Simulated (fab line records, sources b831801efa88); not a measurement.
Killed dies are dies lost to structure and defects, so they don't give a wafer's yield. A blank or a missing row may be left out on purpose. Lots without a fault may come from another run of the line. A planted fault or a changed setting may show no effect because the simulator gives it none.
fab line records | flow sky130
record lots=7 wafers=18 last_day=49
route steps=708 shown NWELL@77 PWDE@84 VT_ADJUST_HVTP@85 PAD_OPEN@708
lots that met no fault: from a run of the same line without faults
start_h: hours from the record's first day to the start of the lot's first wafer shown | wait_h: hours since the lot's step before | " the same as in the row above | L1.1+2: a row that stands for several wafers | - no value, or no start given | * or withheld: withheld | < > ~ a bound
route shown NAME@n: a module of which the file shows steps, and the number in the route of the first | usual: mean/standard deviation of fault-free wafers | same: alike in all rows | chamber/n: place in a boat | sites: the reading at each site | _std_site: their standard deviation | _edge_site: outer sites' mean less inner sites' | radius_mm: how far each site lies from the wafer's centre | mask NAME#n: copy n | behind: the tool/chamber that last shaped the wafer | hold: why the lot was held/for how many hours/how that ended | device: the transistor (n, p or np) that didn't switch | end of line: the same wafers' tests at the end of the route | a step without rows: its recipe alone | killed: dies lost to structure and defects at the first sort, not the wafer's yield | map: a wafer's dies, x killed, . not, _ none there
set.NAME: the setting as run; set.NAME@STEP: as run at that earlier step | model.NAME: the simulator's own value behind a step, which no gauge read
lots at some steps of the route; a table a step, a row a wafer
services: from which hour (start_h, from the record's first day; less than 0 if before it) a tool's chamber was out of use, for how many hours, and why
## steps
# step SKY_NWELL_IMPLANT_24
# recipe species=B energy_kev=140 dose_cm2=9.2e+12 tilt_deg=withheld
# step SKY_NWELL_STRIP_25
# recipe chemistry=O2/N2 power_w=1400 pressure_mtorr=1500 platen_temp_c=withheld o2_flow_sccm=3000 n2_flow_sccm=300 overash_fraction=0.5
# usual drypump_motor_current_A=5.5/0.48 oes_product_au=0.722/0.0045 strip_time_to_endpoint_s=36.93/0.1
# columns lot.wafer tool chamber start_h wait_h drypump_motor_current_A oes_product_au rf_hours_counter_h strip_time_to_endpoint_s
L673.2 plasma_asher-03 1 102.55 0.1 5.6 0.716 43 36.85
L673.3 " 1 " " 5.6 0.723 - 36.83
L673.5 " 0 " " 6.0 0.726 - 36.69
L683.1 plasma_asher-03 0 164.90 0.1 6.0 0.716 50 36.83
L683.5 " 0 " " 6.0 0.721 - 36.89
L683.6 " 1 " " 5.6 0.727 - 36.83
L685.1 plasma_asher-04 0 175.41 0.1 4.8 0.725 47 36.78
L685.4 " 1 " " 5.8 0.729 - 36.91
L685.6 " 0 " " 4.8 0.728 - 36.94
L687.2 plasma_asher-04 1 190.25 0.1 5.9 0.720 49 37.02
L687.5 " 0 " " 4.8 0.722 - 36.84
L688.1 plasma_asher-03 1 193.06 0.1 5.6 0.718 52 37.04
L688.3 " 0 " " 6.0 0.719 - 36.97
L688.6 " 0 " " 6.0 0.718 - 37.01
L689.2 plasma_asher-04 0 201.01 0.1 4.8 0.714 50 36.91
L689.5 " 1 " " 5.9 0.724 - 36.86
L690.2 plasma_asher-03 1 208.65 0.1 5.7 0.727 54 37.03
L690.4 " 0 " " 6.0 0.729 - 37.10
# step SKY_NWELL_TW_MEAS_26
# usual NWELL_2_TW=495/3.5
# columns lot.wafer tool chamber start_h wait_h NWELL_2_TW
L673.2 film_metro-01 - 102.66 0.1 498
L673.3 " - " " 501
L673.5 " - " " 499
L683.1 film_metro-03 - 165.00 0.1 501
L683.5 " - " " 492
L683.6 " - " " 496
L685.1 film_metro-01 - 175.51 0.1 503
L685.4 " - " " 499
L685.6 " - " " 503
L687.2 film_metro-04 - 190.36 0.1 496
L687.5 " - " " 497
L688.1 film_metro-03 - 193.16 0.1 496
L688.3 " - " " 495
L688.6 " - " " 494
L689.2 film_metro-04 - 201.12 0.1 490
L689.5 " - " " 491
L690.2 film_metro-04 - 208.76 0.1 492
L690.4 " - " " 494
# step SKY_NWELL_CLEAN_27
# recipe chemistry=SC1/SC2 mix=1:4:20 temp_c=70 time_s=150 dry=n2_spin
# step SKY_NWELL_RTA_28
# recipe temp_c=1050 time_s=30 idle_temp_c=650 ramp_up_c_per_s=150 ramp_down_c_per_s=90 ambient=N2
# usual lamp_power_pct=25.31/0.055 wafer_temp_C_max=1054.8/1
# columns lot.wafer tool chamber start_h wait_h lamp_power_pct wafer_temp_C_max
L673.2 rtp_anneal-02 0 102.79 0.0 25.31 1053.6
L673.3 " 0 " " 25.26 1054.1
L673.5 " 0 " " 25.32 1054.6
L683.1 rtp_anneal-01 0 165.11 0.0 25.30 1054.3
L683.5 " 0 " " 25.35 1055.6
L683.6 " 0 " " 25.28 1054.7
L685.1 rtp_anneal-01 0 175.62 0.0 25.29 1053.4
L685.4 " 0 " " 25.31 1053.0
L685.6 " 0 " " 25.25 1055.2
L687.2 rtp_anneal-01 0 190.48 0.0 25.28 1054.4
L687.5 " 0 " " 25.30 1055.2
L688.1 rtp_anneal-02 0 193.32 0.0 25.26 1054.7
L688.3 " 0 " " 25.29 1054.3
L688.6 " 0 " " 25.38 1055.3
L689.2 rtp_anneal-01 0 201.24 0.0 25.35 1054.2
L689.5 " 0 " " 25.31 1056.5
L690.2 rtp_anneal-02 0 208.88 0.0 25.33 1054.4
L690.4 " 0 " " 25.40 1054.5
# step SKY_NWELL_RS_MEAS_29
# recipe thk_meas_gauge=four-point-probe
# usual NWELL_RS=624.1/1.7
# columns lot.wafer tool chamber start_h wait_h NWELL_RS[ohm/sq]
L673.2 film_metro-04 - 102.89 0.1 624.1
L673.3 " - " " 624.0
L673.5 " - " " 625.5
L683.1 film_metro-03 - 165.21 0.1 624.8
L683.5 " - " " 624.3
L683.6 " - " " 625.7
L685.1 film_metro-03 - 175.72 0.1 625.6
L685.4 " - " " 625.1
L685.6 " - " " 625.5
L687.2 film_metro-01 - 190.58 0.1 625.5
L687.5 " - " " 625.5
L688.1 film_metro-01 - 193.42 0.1 623.1
L688.3 " - " " 625.3
L688.6 " - " " 623.0
L689.2 film_metro-03 - 201.35 0.1 623.3
L689.5 " - " " 624.6
L690.2 film_metro-03 - 208.98 0.1 626.0
L690.4 " - " " 624.3
# step SKY_NWELL_RS_MEAS_31
# recipe thk_meas_gauge=four-point-probe
# usual PWDE_RS=5276/18
# columns lot.wafer tool chamber start_h wait_h PWDE_RS[ohm/sq]
L673.2 film_metro-04 - 103.13 0.1 5261
L673.3 " - " " 5294
L673.5 " - " " 5290
L683.1 film_metro-03 - 165.45 0.1 5314
L683.5 " - " " 5304
L683.6 " - " " 5313
L685.1 film_metro-03 - 175.96 0.1 5282
L685.4 " - " " 5266
L685.6 " - " " 5270
L687.2 film_metro-01 - 190.82 0.1 5250
L687.5 " - " " 5277
L688.1 film_metro-01 - 193.66 0.1 5269
L688.3 " - " " 5283
L688.6 " - " " 5259
L689.2 film_metro-03 - 201.59 0.1 5290
L689.5 " - " " 5287
L690.2 film_metro-03 - 209.22 0.1 5277
L690.4 " - " " 5255
# step SKY_VT_ADJUST_HVTP_DEHYDRATE_00
# recipe temp_c=200 time_s=60
# step SKY_VT_ADJUST_HVTP_HMDS_01
# recipe prime_time_s=60 prime_temp_c=120
# step SKY_VT_ADJUST_HVTP_COAT_02
# recipe resist=NOVOLAK spin_rpm=3000 resist_thk_nm=1140
# step SKY_VT_ADJUST_HVTP_SOFTBAKE_03
# recipe temp_c=90 time_s=60 resist=NOVOLAK
# step SKY_VT_ADJUST_HVTP_EXPOSE_04
# recipe mask_id=HVTPM na=0.6 source_shape=conventional sigma_outer=0.6 polarization=unpolarized target_cd_nm=380 dose_mj=140
# columns lot.wafer tool chamber start_h wait_h mask
L673.2+3+5 iline_stepper-02 0 112.16 - HVTPM#0
L683.1+5+6 iline_stepper-01 0 175.31 - HVTPM#0
L685.1+4+6 iline_stepper-01 0 186.94 - HVTPM#0
L687.2+5 iline_stepper-02 0 201.75 - HVTPM#0
L688.1+3+6 iline_stepper-01 0 204.56 - HVTPM#0
L689.2+5 iline_stepper-02 0 212.41 - HVTPM#0
L690.2+4 iline_stepper-02 0 219.24 - HVTPM#0
# step SKY_VT_ADJUST_HVTP_PEB_05
# recipe temp_c=withheld time_s=* resist=NOVOLAK
# step SKY_VT_ADJUST_HVTP_DEVELOP_06
# recipe resist=NOVOLAK developer=TMAH develop_time_s=60 dev_temp_c=23
# step SKY_VT_ADJUST_HVTP_CD_MEAS_07
# recipe target_cd_nm=380
# usual cd_nm=379.9/2.8
# columns lot.wafer tool chamber start_h wait_h cd_nm
L673.2 cd_sem-02 - 121.41 0.1 377.2
L673.3 " - " " 380.0
L673.5 " - " " 377.4
L683.1 cd_sem-01 - 185.89 0.1 382.8
L683.5 " - " " 382.8
L683.6 " - " " 383.1
L685.1 cd_sem-02 - 197.34 0.1 377.5
L685.4 " - " " 379.2
L685.6 " - " " 379.0
L687.2 cd_sem-02 - 211.96 0.1 364.9
L687.5 " - " " 377.9
L688.1 cd_sem-02 - 215.06 0.1 383.4
L688.3 " - " " 382.7
L688.6 " - " " 380.4
L689.2 cd_sem-02 - 222.94 0.1 362.5
L689.5 " - " " 377.7
L690.2 cd_sem-01 - 231.18 0.1 361.6
L690.4 " - " " 361.2
# step SKY_VT_ADJUST_HVTP_OVL_MEAS_08
# usual VT_ADJUST_HVTP_OVL=-0.2/1
# columns lot.wafer tool chamber start_h wait_h VT_ADJUST_HVTP_OVL[nm]
L673.2 overlay-01 - 121.51 0.1 -0.6
L673.3 " - " " -1.9
L673.5 " - " " -2.0
L683.1 overlay-02 - 186.01 0.1 0.4
L683.5 " - " " -0.9
L683.6 " - " " -0.6
L685.1 overlay-01 - 197.46 0.1 0.5
L685.4 " - " " 0.4
L685.6 " - " " 0.0
L687.2 overlay-01 - 212.06 0.1 -1.1
L687.5 " - " " -1.1
L688.1 overlay-02 - 215.18 0.1 0.8
L688.3 " - " " 1.8
L688.6 " - " " 1.0
L689.2 overlay-02 - 223.04 0.1 1.0
L689.5 " - " " -0.4
L690.2 overlay-02 - 231.29 0.1 1.3
L690.4 " - " " -0.4
# step SKY_PAD_OPEN_PROBE_99
# usual killed_at_M0_to_M3=43/6.4 killed_at_M4_up=2.8/1.7 killed_at_contacts=24/5.5 killed_at_front_end=15/4 killed_at_other=0.3/0.54 killed_dies=86/9.1 killed_open=47/6.6 killed_short=39/6.2
# same gross_dies=492 killed_at_back_side=0
# columns lot.wafer tool chamber start_h wait_h killed_at_M0_to_M3 killed_at_M4_up killed_at_contacts killed_at_front_end killed_at_other killed_dies killed_open killed_short
L685.1 prober-02 - 1148.14 0.1 29 0 21 20 0 70 38 32
L685.4 prober-02 - 1148.29 0.2 48 4 28 16 0 96 61 35
L685.6 prober-02 - 1148.39 0.2 53 3 20 22 1 99 58 41
L687.2 prober-02 - 1159.00 0.1 49 4 22 18 1 94 42 52
L687.5 prober-02 - 1159.15 0.2 35 2 22 15 1 75 35 40
L688.6 prober-01 - 1164.21 0.2 55 1 15 13 0 84 45 39
# killed by level:class
L685.1 VIA1:geometric_particle:open=10 CONTACT:geometric_particle:open=8 POLY_GATE:geometric_particle:short=7 CONTACT:geometric_particle:short=6 FIELD_ISO:geometric_particle:short=4 POLY_GATE:geometric_particle:open=4 METAL2:geometric_particle:short=4 VIA3:geometric_particle:open=4
L685.4 VIA1:geometric_particle:open=19 CONTACT:geometric_particle:open=12 LI_CONTACT:geometric_particle:open=7 METAL1:geometric_particle:short=7 FIELD_ISO:geometric_particle:open=5 VIA3:geometric_particle:open=5 FIELD_ISO:geometric_particle:short=4 CONTACT:geometric_particle:short=4
L685.6 VIA1:geometric_particle:open=15 VIA3:geometric_particle:open=9 CONTACT:geometric_particle:open=8 VIA1:geometric_particle:short=7 FIELD_ISO:geometric_particle:open=6 FIELD_ISO:geometric_particle:short=5 LI_CONTACT:geometric_particle:open=5 METAL2:geometric_particle:short=5
L687.2 VIA3:geometric_particle:open=10 METAL1:geometric_particle:short=8 VIA1:geometric_particle:open=8 METAL2:geometric_particle:short=7 VIA1:geometric_particle:short=6 LOCAL_INTERCONNECT:geometric_particle:short=6 FIELD_ISO:geometric_particle:short=5 LI_CONTACT:geometric_particle:open=5
L687.5 VIA1:geometric_particle:open=11 FIELD_ISO:geometric_particle:short=7 CONTACT:geometric_particle:open=6 LI_CONTACT:geometric_particle:open=5 METAL1:geometric_particle:short=5 METAL2:geometric_particle:short=5 LOCAL_INTERCONNECT:geometric_particle:short=4 VIA3:geometric_particle:open=4
L688.6 VIA1:geometric_particle:open=15 METAL2:geometric_particle:short=9 METAL1:geometric_particle:short=7 VIA1:geometric_particle:short=7 VIA3:geometric_particle:open=7 FIELD_ISO:geometric_particle:short=6 LI_CONTACT:geometric_particle:open=5 CONTACT:geometric_particle:open=5
## services
# columns tool chamber start_h hours kind
iline_stepper-01 - 94.88 2.3 repair
iline_stepper-02 - 136.73 1.7 pm
plasma_asher-03 - 166.17 0.8 repair
iline_stepper-01 - 191.95 1.7 pm
iline_stepper-01 - 207.82 23.6 repair
## key
first_sign step=SKY_VT_ADJUST_HVTP_CD_MEAS_07 reading=cd_nm direction=down sigmas=6.1 usual=379.9 struck=362.6
effect none on later readings
met_at SKY_VT_ADJUST_HVTP_EXPOSE_04
struck_wafers L687.2,L689.2,L690.2,L690.4
tester_left_out L687,L689,L690
onset_between 112.16 201.75
fault kind=process_parameter_drift tool=iline_stepper-02 chamber=- onset_h=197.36 steps=SKY_VT_ADJUST_HVTP_EXPOSE_04 channel=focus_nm offset=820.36 shape=step end_h=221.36 scope=struck_wafers_only
# tester_left_out: of these lots the tester's yield and bins aren't shown, on N5 and GAA mostly nor the transistor test; their killed dies are dies lost to structure and defects alone, not to doping, threshold or leakage, so they don't give the yield
